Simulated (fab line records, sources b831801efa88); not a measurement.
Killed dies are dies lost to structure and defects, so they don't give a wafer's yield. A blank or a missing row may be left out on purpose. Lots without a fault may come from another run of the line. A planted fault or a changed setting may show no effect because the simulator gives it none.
Which tool did it? | flow gf180mcu | 24 lots, 72 wafers sampled, at 6 steps of a route of 602

WHAT THE GAUGES READ, wafer by wafer
GF_V1_BOW_MEAS_05.
lot  | measured     | on            | V1_BOW (um)
L074 | day 17 01:51 | film_metro-04 | 87 94 87
L075 | day 17 14:16 | film_metro-02 | 88 86 96
L076 | day 17 20:56 | film_metro-02 | 86 89 90
L077 | day 18 05:40 | film_metro-04 | 77 75 82
L078 | day 19 04:25 | film_metro-01 | 76 80 71
L079 | day 19 10:25 | film_metro-02 | 87 84 87
L080 | day 19 22:42 | film_metro-04 | 80 85 89
L081 | day 20 05:30 | film_metro-02 | 77 73 83
L082 | day 20 09:07 | film_metro-02 | 74 79 79
L083 | day 20 17:02 | film_metro-01 | 74 80 83
L084 | day 20 23:32 | film_metro-01 | 88 79 83
L085 | day 21 13:40 | film_metro-04 | 81 82 76
L086 | day 21 19:27 | film_metro-02 | 75 76 89
L087 | day 22 02:05 | film_metro-02 | 87 79 86
L088 | day 22 17:49 | film_metro-02 | 87 77 77
L089 | day 23 06:06 | film_metro-04 | 80 87 92
L090 | day 23 07:07 | film_metro-01 | 83 71 79
L091 | day 23 13:03 | film_metro-02 | 73 72 71
L092 | day 23 19:56 | film_metro-02 | 73 72 72
L093 | day 24 05:02 | film_metro-01 | 87 91 80
L094 | day 24 10:37 | film_metro-02 | 90 80 86
L095 | day 24 15:41 | film_metro-04 | 82 76 75
L096 | day 24 21:01 | film_metro-02 | 87 70 92
L097 | day 25 05:12 | film_metro-04 | 82 79 84

GF_V5_OVL_MEAS_15.
lot  | measured     | on         | V5_OVL (nm)
L074 | day 27 02:05 | overlay-02 | 5 1 2
L075 | day 27 14:02 | overlay-02 | -5 -9 -9
L076 | day 27 19:04 | overlay-02 | 2 7 -1
L077 | day 28 04:01 | overlay-02 | 2 -2 3
L078 | day 28 20:29 | overlay-01 | 2 -1 2
L079 | day 29 03:17 | overlay-02 | 7 5 5
L080 | day 29 16:43 | overlay-01 | -3 5 1
L081 | day 29 18:56 | overlay-01 | -8 -8 -6
L082 | day 29 21:23 | overlay-02 | -2 -3 0
L083 | day 30 04:02 | overlay-01 | 15 12 9
L084 | day 30 08:47 | overlay-01 | 6 5 -1
L085 | day 30 19:16 | overlay-01 | 6 -2 3
L086 | day 31 00:46 | overlay-02 | -2 -6 -4
L087 | day 31 04:32 | overlay-01 | 1 -1 -4
L088 | day 31 16:41 | overlay-02 | -4 -7 -9
L089 | day 32 00:44 | overlay-01 | -12 -7 -9
L090 | day 32 02:19 | overlay-01 | 9 5 5
L091 | day 32 06:35 | overlay-01 | -8 -4 -2
L092 | day 32 11:31 | overlay-01 | 2 -2 -2
L093 | day 32 20:11 | overlay-02 | 11 4 4
L094 | day 32 22:53 | overlay-01 | -4 -4 -10
L095 | day 33 03:05 | overlay-02 | 2 3 -2
L096 | day 33 07:59 | overlay-01 | -1 -1 0
L097 | day 33 11:31 | overlay-01 | -4 -9 -9

WHICH TOOL RAN EACH LOT (tool, then ch and the chambers of the sampled wafers, then the start)
lot  | GF_V2_CVD_02                    | GF_V2_ETCH_16                      | GF_M4_SPUTTER_03             | GF_MIM_SPUTTER_01
L074 | pecvd-03 ch 0,2, day 19 03:23   | rie_diel-02 ch 0,2,3, day 20 03:46 | pvd_sputter-03, day 22 07:27 | pvd_sputter-03, day 24 07:57
L075 | pecvd-03 ch 0,1,2, day 19 15:35 | rie_diel-03 ch 0,2, day 20 15:59   | pvd_sputter-02, day 22 20:30 | pvd_sputter-03, day 24 21:28
L076 | pecvd-04 ch 1,2, day 19 23:27   | rie_diel-02 ch 0,2,3, day 21 00:40 | pvd_sputter-04, day 23 04:49 | pvd_sputter-01, day 25 03:53
L077 | pecvd-04 ch 0,2, day 20 09:11   | rie_diel-03 ch 1,2, day 21 09:44   | pvd_sputter-04, day 23 13:23 | pvd_sputter-01, day 25 12:38
L078 | pecvd-04 ch 0,2, day 21 06:23   | rie_diel-03 ch 0,1,2, day 22 06:50 | pvd_sputter-02, day 24 09:15 | pvd_sputter-03, day 26 06:50
L079 | pecvd-04 ch 0,1, day 21 12:33   | rie_diel-02 ch 0,2,3, day 22 12:24 | pvd_sputter-03, day 24 14:41 | pvd_sputter-01, day 26 12:22
L080 | pecvd-01 ch 0,1,2, day 22 01:19 | rie_diel-03 ch 0,1,2, day 23 01:08 | pvd_sputter-02, day 25 06:22 | pvd_sputter-03, day 27 04:01
L081 | pecvd-03 ch 0,2, day 22 09:10   | rie_diel-04 ch 1,2, day 23 09:28   | pvd_sputter-03, day 25 10:06 | pvd_sputter-02, day 27 06:43
L082 | pecvd-04 ch 0,1, day 22 11:22   | rie_diel-04 ch 1,2,3, day 23 11:01 | pvd_sputter-02, day 25 12:16 | pvd_sputter-02, day 27 09:16
L083 | pecvd-01 ch 0,1, day 22 19:25   | rie_diel-04 ch 0,3, day 23 18:44   | pvd_sputter-03, day 25 19:19 | pvd_sputter-03, day 27 16:08
L084 | pecvd-01 ch 0,1,2, day 23 01:37 | rie_diel-02 ch 1,2,3, day 24 02:23 | pvd_sputter-04, day 26 01:04 | pvd_sputter-01, day 27 20:56
L085 | pecvd-04 ch 0,1, day 23 15:20   | rie_diel-03 ch 0,2, day 24 13:52   | pvd_sputter-02, day 26 13:55 | pvd_sputter-01, day 28 09:31
L086 | pecvd-01 ch 0,1,2, day 23 21:05 | rie_diel-04 ch 1,2,3, day 24 20:29 | pvd_sputter-02, day 26 19:44 | pvd_sputter-02, day 28 14:19
L087 | pecvd-01 ch 0,1,2, day 24 04:01 | rie_diel-02 ch 0,3, day 25 02:17   | pvd_sputter-04, day 27 00:01 | pvd_sputter-02, day 28 18:28
L088 | pecvd-04 ch 0,1,2, day 24 16:03 | rie_diel-02 ch 2,3, day 25 14:01   | pvd_sputter-02, day 27 12:43 | pvd_sputter-03, day 29 06:35
L089 | pecvd-04 ch 0,1,2, day 25 05:17 | rie_diel-02 ch 0,2,3, day 26 03:38 | pvd_sputter-03, day 28 00:57 | pvd_sputter-02, day 29 17:26
L090 | pecvd-01 ch 0,2, day 25 05:45   | rie_diel-03 ch 2,3, day 26 03:59   | pvd_sputter-02, day 28 01:33 | pvd_sputter-01, day 29 18:59
L091 | pecvd-01 ch 0,1,2, day 25 12:11 | rie_diel-02 ch 0,3, day 26 09:43   | pvd_sputter-04, day 28 06:30 | pvd_sputter-02, day 29 23:21
L092 | pecvd-03 ch 1,2, day 25 18:02   | rie_diel-02 ch 1,3, day 26 15:38   | pvd_sputter-03, day 28 12:42 | pvd_sputter-01, day 30 06:04
L093 | pecvd-03 ch 0,1,2, day 26 02:50 | rie_diel-02 ch 0,2, day 27 00:19   | pvd_sputter-03, day 28 20:19 | pvd_sputter-01, day 30 11:58
L094 | pecvd-04 ch 0,1,2, day 26 07:08 | rie_diel-03 ch 0,2,3, day 27 04:10 | pvd_sputter-03, day 29 00:31 | pvd_sputter-03, day 30 16:44
L095 | pecvd-04 ch 0,1, day 26 13:23   | rie_diel-02 ch 0,1,2, day 27 10:31 | pvd_sputter-02, day 29 06:17 | pvd_sputter-01, day 30 23:07
L096 | pecvd-03 ch 1,2, day 26 18:14   | rie_diel-02 ch 0,1,2, day 27 15:16 | pvd_sputter-02, day 29 10:58 | pvd_sputter-01, day 31 02:38
L097 | pecvd-03 ch 1,2, day 27 01:33   | rie_diel-02 ch 2,3, day 27 22:04   | pvd_sputter-03, day 29 16:31 | pvd_sputter-01, day 31 09:25
- GF_V2_CVD_02: deposits SiO2 from TEOS, target thk 850 nm, time 94.851 s.
- GF_V2_ETCH_16: etches BARC in N2/H2.
- GF_M4_SPUTTER_03: material Ti, target thk 10 nm, time 6.7 s.
- GF_MIM_SPUTTER_01: material TiN, target thk 30 nm, time 25 s.

WHAT THE TOOLS THEMSELVES READ (means of the sampled wafers that have a number; where no wafer has one, the mark that the record gives instead)
GF_V2_CVD_02.
lot  | tool     | heater_power_w (W) | susceptor_temp_C (C)
L074 | pecvd-03 | 567                | 400.00
L075 | pecvd-03 | 543                | 400.01
L076 | pecvd-04 | 567                | 399.80
L077 | pecvd-04 | 618                | 399.98
L078 | pecvd-04 | 611                | 399.92
L079 | pecvd-04 | 639                | 400.00
L080 | pecvd-01 | 643                | 400.05
L081 | pecvd-03 | 596                | 399.93
L082 | pecvd-04 | 651                | 400.16
L083 | pecvd-01 | 708                | 399.93
L084 | pecvd-01 | 634                | 399.87
L085 | pecvd-04 | 617                | 399.98
L086 | pecvd-01 | 663                | 399.97
L087 | pecvd-01 | 644                | 399.82
L088 | pecvd-04 | 645                | 400.19
L089 | pecvd-04 | 597                | 400.14
L090 | pecvd-01 | 547                | 399.78
L091 | pecvd-01 | 584                | 399.91
L092 | pecvd-03 | 498                | 399.76
L093 | pecvd-03 | 504                | 400.04
L094 | pecvd-04 | 598                | 399.88
L095 | pecvd-04 | 611                | 399.99
L096 | pecvd-03 | 517                | 400.03
L097 | pecvd-03 | 517                | 399.83

GF_V2_ETCH_16.
lot  | tool        | drypump_motor_current_A (A) | oes_product_au (a.u.) | throttle_valve_pct (%)
L074 | rie_diel-02 | 5.9                         | 0.859                 | 13.222
L075 | rie_diel-03 | 5.8                         | 0.852                 | 13.236
L076 | rie_diel-02 | 5.9                         | 0.855                 | 13.227
L077 | rie_diel-03 | 5.6                         | 0.854                 | 13.216
L078 | rie_diel-03 | 5.7                         | 0.852                 | 13.217
L079 | rie_diel-02 | 5.9                         | 0.858                 | 13.232
L080 | rie_diel-03 | 5.7                         | 0.857                 | 13.221
L081 | rie_diel-04 | 5.0                         | 0.855                 | 13.225
L082 | rie_diel-04 | 5.4                         | 0.853                 | 13.217
L083 | rie_diel-04 | 5.8                         | 0.854                 | 13.227
L084 | rie_diel-02 | 6.3                         | 0.853                 | 13.224
L085 | rie_diel-03 | 5.8                         | 0.855                 | 13.230
L086 | rie_diel-04 | 5.4                         | 0.852                 | 13.222
L087 | rie_diel-02 | 5.7                         | 0.861                 | 13.224
L088 | rie_diel-02 | 6.0                         | 0.851                 | 13.220
L089 | rie_diel-02 | 5.9                         | 0.854                 | 13.238
L090 | rie_diel-03 | 5.4                         | 0.853                 | 13.226
L091 | rie_diel-02 | 5.8                         | 0.852                 | 13.238
L092 | rie_diel-02 | 6.4                         | 0.857                 | 13.225
L093 | rie_diel-02 | 5.8                         | 0.854                 | 13.217
L094 | rie_diel-03 | 5.7                         | 0.849                 | 13.219
L095 | rie_diel-02 | 6.2                         | 0.852                 | 13.220
L096 | rie_diel-02 | 6.2                         | 0.855                 | 13.223
L097 | rie_diel-02 | 6.0                         | 0.859                 | 13.224

GF_M4_SPUTTER_03.
lot  | tool           | throttle_valve_pct (%)
L074 | pvd_sputter-03 | 29.7
L075 | pvd_sputter-02 | 29.3
L076 | pvd_sputter-04 | 30.6
L077 | pvd_sputter-04 | 30.7
L078 | pvd_sputter-02 | 29.5
L079 | pvd_sputter-03 | 30.0
L080 | pvd_sputter-02 | 29.4
L081 | pvd_sputter-03 | 29.8
L082 | pvd_sputter-02 | 29.8
L083 | pvd_sputter-03 | 30.5
L084 | pvd_sputter-04 | 29.9
L085 | pvd_sputter-02 | 29.4
L086 | pvd_sputter-02 | 29.9
L087 | pvd_sputter-04 | 30.0
L088 | pvd_sputter-02 | 30.3
L089 | pvd_sputter-03 | 30.0
L090 | pvd_sputter-02 | 29.1
L091 | pvd_sputter-04 | 29.9
L092 | pvd_sputter-03 | 30.5
L093 | pvd_sputter-03 | 29.7
L094 | pvd_sputter-03 | 30.3
L095 | pvd_sputter-02 | 29.8
L096 | pvd_sputter-02 | 30.0
L097 | pvd_sputter-03 | 29.2

GF_MIM_SPUTTER_01.
lot  | tool           | throttle_valve_pct (%)
L074 | pvd_sputter-03 | 29.7
L075 | pvd_sputter-03 | 30.1
L076 | pvd_sputter-01 | 30.2
L077 | pvd_sputter-01 | 30.5
L078 | pvd_sputter-03 | 29.8
L079 | pvd_sputter-01 | 29.8
L080 | pvd_sputter-03 | 30.3
L081 | pvd_sputter-02 | 29.7
L082 | pvd_sputter-02 | 29.5
L083 | pvd_sputter-03 | 30.3
L084 | pvd_sputter-01 | 30.2
L085 | pvd_sputter-01 | 30.2
L086 | pvd_sputter-02 | 30.1
L087 | pvd_sputter-02 | 30.1
L088 | pvd_sputter-03 | 30.3
L089 | pvd_sputter-02 | 29.7
L090 | pvd_sputter-01 | 30.9
L091 | pvd_sputter-02 | 29.8
L092 | pvd_sputter-01 | 30.1
L093 | pvd_sputter-01 | 30.7
L094 | pvd_sputter-03 | 29.7
L095 | pvd_sputter-01 | 30.3
L096 | pvd_sputter-01 | 30.3
L097 | pvd_sputter-01 | 30.6

THE ANSWER, worked out from the rows above alone
Rule: what is usual is taken from the lots themselves. Put in order of their means at a reading, lots are off if they are a third of the lots or fewer, leave a main group of 4 or more, and stand apart from it by a gap of 3 or more times the standard deviation of the main group's means; of several such gaps the widest counts. A main group whose means are all the same, to the digits that the tables above print for the reading, isn't used. A lot without any number at a reading at which 4 lots or more have one is off too. The other lots that the step has rows for count as sound. The gauges are gone through in route order, then the tools' own readings, and for those a lot's mean is taken as printed above. The first step at which some lot is off is used, and at that step the reading that is off furthest; a lot without a number counts as furthest.
No lot is off at any reading shown: from this, nothing can be told.

WHAT THE SIMULATOR HAD PUT IN
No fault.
